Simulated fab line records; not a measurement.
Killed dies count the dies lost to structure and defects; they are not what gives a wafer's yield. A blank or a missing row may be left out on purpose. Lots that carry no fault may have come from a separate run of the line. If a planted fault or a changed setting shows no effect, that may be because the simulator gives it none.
Split-lot study ; flow sky130 ; 23 wafers read from 5 lots, route of 708 steps

== THE SPLIT ==
At SKY_METAL5_SPUTTER_03 (material Ti, target thk 5 nm, time 3.3 s), the setting time s was moved away from the recipe's 3.3 s on 5 of the 23 wafers read, by -14.7% to -14.0%. This setting was run at the recipe's value on the other wafers.

Reading taken at the split's own step.

== THE READING ==
Ti_of_METAL5_SPUTTER_03.thk nm (the simulator's own value, which no gauge read), in nm, at SKY_METAL5_SPUTTER_03 (material Ti, target thk 5 nm, time 3.3 s). There is no usual value for it anywhere in the file. The 18 wafers here that ran the recipe average 5.019 nm, standard deviation 0.093 nm.

wafer;tool, chamber at the split;time s as run, s;against the recipe;Ti_of_METAL5_SPUTTER_03.thk nm, nm;against lot-mates on the recipe
L076.2;pvd sputter-01, -;3.3;recipe;5.062;-
L076.3;pvd sputter-01, -;3.3;recipe;4.954;-
L076.4;pvd sputter-01, -;3.3;recipe;4.968;-
L076.5;pvd sputter-01, -;3.3;recipe;5.084;-
L076.6;pvd sputter-01, -;3.3;recipe;5.035;-
L080.1;pvd sputter-04, -;3.3;recipe;5.117;-
L080.3;pvd sputter-04, -;3.3;recipe;5.077;-
L080.4;pvd sputter-04, -;3.3;recipe;5.179;-
L080.5;pvd sputter-04, -;3.3;recipe;5.123;-
L080.6;pvd sputter-04, -;3.3;recipe;5.156;-
L081.1;pvd sputter-03, -;2.815;-14.7%;4.427;-0.506
L081.2;pvd sputter-03, -;3.3;recipe;4.943;-
L081.3;pvd sputter-03, -;3.3;recipe;4.897;-
L081.4;pvd sputter-03, -;3.3;recipe;4.96;-
L081.6;pvd sputter-03, -;2.815;-14.7%;4.188;-0.745
L082.1;pvd sputter-03, -;2.837;-14.0%;4.22;-0.647
L082.2;pvd sputter-03, -;3.3;recipe;4.821;-
L082.4;pvd sputter-03, -;2.837;-14.0%;4.135;-0.732
L082.5;pvd sputter-03, -;3.3;recipe;4.914;-
L082.6;pvd sputter-03, -;2.837;-14.0%;4.15;-0.717
L084.3;pvd sputter-04, -;3.3;recipe;5;-
L084.5;pvd sputter-04, -;3.3;recipe;5.042;-
L084.6;pvd sputter-04, -;3.3;recipe;5.019;-

THE FIT
A straight line over all 23 wafers: Ti_of_METAL5_SPUTTER_03.thk nm changes by +0.0555 nm for each +1% of time s; r = +0.96; the points scatter about the line by 0.1 nm.
The same after taking each lot's own level away (the mean of its wafers on the recipe; 23 wafers): +0.0467 nm for each +1%; r = +0.98; scatter 0.059 nm.
The reading moves by 0.69 nm for the largest change in time s, on that fit.
Measured against the standard deviation above, the lots' own levels, which go from 4.8675 to 5.1304 nm, span 2.8 times it.
Thus the slope moves with the lot-to-lot level: the two fits are different.
Check: with one of the wafers moved furthest among these (-14.7%) left out of the fit, the line predicts -0.736 nm for it against its lot-mates. Against them it came out at -0.506 nm.

== OTHER SPLITS ON THESE WAFERS ==
Note: prior to the reading, these wafers also went through further splits. Each is held against what the fit with the lots' levels taken away leaves over:
other split on the same wafers;wafers away from the commonest value;r with Ti_of_METAL5_SPUTTER_03.thk nm (lot level and that fit taken away)
SKY_CAP2M_SOFTBAKE_08 temp c;9;-0.01
SKY_METAL4_ETCH_16 time s;5;+0.19
SKY_VIA4_COAT_06 spin rpm;4;+0.48
SKY_VIA4_ETCH_12 source w;8;-0.12
SKY_VIA4_SPUTTER_17 power w;6;-0.22

== THE FILE'S OWN FIT ==
Ti_of_METAL5_SPUTTER_03.thk nm changes by +0.0461 nm for each +1% of time s, r = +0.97.
